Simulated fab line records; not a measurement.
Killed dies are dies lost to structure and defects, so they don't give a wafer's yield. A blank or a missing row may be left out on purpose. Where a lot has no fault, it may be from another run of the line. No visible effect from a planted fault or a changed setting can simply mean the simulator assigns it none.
Chamber matching || flow sky130 || SKY_VIA3_CMP_24 on cmp-01 has 4 sister chambers
The step polishes, stops on SiO2, t overpolish 20 s, target thk 0 nm. 14 wafers are shown with their chamber, then 7 later ones without.

WAFERS WITH THEIR CHAMBER
{"wafer": "L804.3", "chamber": 3, "motor current A (A)": 14.8, "time to endpoint s (s)": 92, "overpolish run s (s)": 20.015}
{"wafer": "L804.5", "chamber": 3, "motor current A (A)": 13.5, "time to endpoint s (s)": 93, "overpolish run s (s)": 19.997}
{"wafer": "L804.6", "chamber": 0, "motor current A (A)": 11.3, "time to endpoint s (s)": 84, "overpolish run s (s)": 20.009}
{"wafer": "L805.1", "chamber": 2, "motor current A (A)": 11.0, "time to endpoint s (s)": 94, "overpolish run s (s)": 19.990}
{"wafer": "L805.2", "chamber": 1, "motor current A (A)": 10.7, "time to endpoint s (s)": 91, "overpolish run s (s)": 19.986}
{"wafer": "L805.4", "chamber": 0, "motor current A (A)": 11.1, "time to endpoint s (s)": 86, "overpolish run s (s)": 20.000}
{"wafer": "L806.2", "chamber": 3, "motor current A (A)": 14.3, "time to endpoint s (s)": 94, "overpolish run s (s)": 19.997}
{"wafer": "L806.3", "chamber": 0, "motor current A (A)": 11.0, "time to endpoint s (s)": 84, "overpolish run s (s)": 20.006}
{"wafer": "L806.5", "chamber": 0, "motor current A (A)": 11.4, "time to endpoint s (s)": 82, "overpolish run s (s)": 20.002}
{"wafer": "L814.2", "chamber": 0, "motor current A (A)": 10.3, "time to endpoint s (s)": 85, "overpolish run s (s)": 20.007}
{"wafer": "L814.3", "chamber": 2, "motor current A (A)": 10.4, "time to endpoint s (s)": 88, "overpolish run s (s)": 20.003}
{"wafer": "L814.5", "chamber": 3, "motor current A (A)": 15.5, "time to endpoint s (s)": 94, "overpolish run s (s)": 20.003}
{"wafer": "L818.1", "chamber": 1, "motor current A (A)": 10.7, "time to endpoint s (s)": 90, "overpolish run s (s)": 19.995}
{"wafer": "L818.2", "chamber": 3, "motor current A (A)": 15.0, "time to endpoint s (s)": 93, "overpolish run s (s)": 20.005}

SIGNATURES, as means of the wafers listed above
{"reading": "motor current A", "chamber 0": 11.020, "chamber 1": 10.700, "chamber 2": 10.700, "chamber 3": 14.620, "scatter within a chamber": 0.569}
{"reading": "time to endpoint s", "chamber 0": 84.20, "chamber 1": 90.50, "chamber 2": 91.00, "chamber 3": 93.20, "scatter within a chamber": 1.73}
{"reading": "overpolish run s", "chamber 0": 20.00480, "chamber 1": 19.99050, "chamber 2": 19.99650, "chamber 3": 20.00340, "scatter within a chamber": 0.00632}
Rule: for a wafer and a chamber, the distance is found by dividing, reading by reading, the gap between the wafer's reading and the chamber's mean by the reading's scatter, squaring, summing and taking the root. If the next closest chamber is less than 2 further off than the closest, the wafer can't be placed; otherwise it belongs to the closest. The scatter: take each reading less its chamber's mean, square it, sum over the shown wafers, divide by the number of wafers less the number of chambers, and take the root.

WAFERS WITHOUT THEIR CHAMBER
{"wafer": "L818.6", "motor current A (A)": 10.7, "time to endpoint s (s)": 86, "overpolish run s (s)": 20.001}
{"wafer": "L819.1", "motor current A (A)": 11.4, "time to endpoint s (s)": 82, "overpolish run s (s)": 20.007}
{"wafer": "L819.2", "motor current A (A)": 10.9, "time to endpoint s (s)": 86, "overpolish run s (s)": 19.993}
{"wafer": "L819.5", "motor current A (A)": 10.4, "time to endpoint s (s)": 89, "overpolish run s (s)": 20.004}
{"wafer": "L823.3", "motor current A (A)": 10.6, "time to endpoint s (s)": 92, "overpolish run s (s)": 19.995}
{"wafer": "L823.5", "motor current A (A)": 10.5, "time to endpoint s (s)": 94, "overpolish run s (s)": 19.996}
{"wafer": "L823.6", "motor current A (A)": 15.9, "time to endpoint s (s)": 94, "overpolish run s (s)": 20.014}

WHICH CHAMBER EACH ONE RAN IN
{"wafer": "L818.6", "from the rows above": "can't be placed: 0 or 2 or 1", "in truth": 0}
{"wafer": "L819.1", "from the rows above": 0, "in truth": 0}
{"wafer": "L819.2", "from the rows above": "can't be placed: 0 or 1 or 2", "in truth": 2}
{"wafer": "L819.5", "from the rows above": "can't be placed: 2 or 1 or 0", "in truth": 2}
{"wafer": "L823.3", "from the rows above": "can't be placed: 2 or 1", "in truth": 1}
{"wafer": "L823.5", "from the rows above": "can't be placed: 2 or 1", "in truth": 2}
{"wafer": "L823.6", "from the rows above": 3, "in truth": 3}
Placed correctly: 2 of 7. Not placeable from these rows: 5 (in 5, the candidates include the true chamber). 0 placed wrongly.
